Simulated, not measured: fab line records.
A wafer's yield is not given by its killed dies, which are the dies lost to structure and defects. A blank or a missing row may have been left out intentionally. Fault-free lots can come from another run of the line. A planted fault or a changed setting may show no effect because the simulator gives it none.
A single fault, viewed from 2 desks | flow gf180mcu | numbers are kept per desk, each desk with only its own; the story behind them comes last

== FOR THE TOOL OWNER'S DESK: pecvd-04 ==
The tool's own readings at GF_PASSIVATION_CVD_00 (deposits SiO2 from TEOS, target thk 1000 nm, time 113.6 s): means of the sampled wafers that have a number, for each lot that ran on this tool. A lot is out of limits, marked OUT, if its mean lies more than 4 standard deviations from the usual mean; the brackets give that distance.
Columns: A = heaterPowerW at GF_PASSIVATION_CVD_00, usual 658 W
lot  | first seen here | A
L303 | day 28 18:02    | 624
L306 | day 29 18:46    | 595
L309 | day 30 11:37    | 649
L315 | day 32 06:22    | 569
L317 | day 32 21:57    | 595
L318 | day 32 23:38    | 640
Finding of this desk: none of the 6 lots has anything out of limits.

== AT THE METROLOGY DESK ==
Lot by lot, what the gauges showed, no matter which tool ran the lot: averages of those sampled wafers that carry a number. A lot is out of limits, marked OUT, if its mean lies more than 4 standard deviations from the usual mean; the brackets give that distance.
Columns: A = PASSIVATION_CVD_00_THK at GF_PASSIVATION_THK_MEAS_01, usual 1020 nm
lot  | first seen here | A
L302 | day 28 06:08    | 1010
L303 | day 28 18:07    | 1024
L306 | day 29 18:51    | 1020
L307 | day 30 01:34    | 1043
L309 | day 30 11:41    | 1010
L308 | day 30 12:10    | 1035
L310 | day 31 01:11    | 1038
L311 | day 31 08:29    | 1028
L313 | day 31 13:43    | 997
L315 | day 32 06:29    | 1019
L316 | day 32 12:01    | 1023
L317 | day 32 22:04    | 1009
L318 | day 32 23:43    | 1012
Finding of this desk: none of the 13 lots has anything out of limits.

== TAKEN TOGETHER ==
Nothing out of limits was seen by the tool owner's desk.
From the metrology desk's view, nothing was out of limits.

== WHAT THE SIMULATOR PUT IN ==
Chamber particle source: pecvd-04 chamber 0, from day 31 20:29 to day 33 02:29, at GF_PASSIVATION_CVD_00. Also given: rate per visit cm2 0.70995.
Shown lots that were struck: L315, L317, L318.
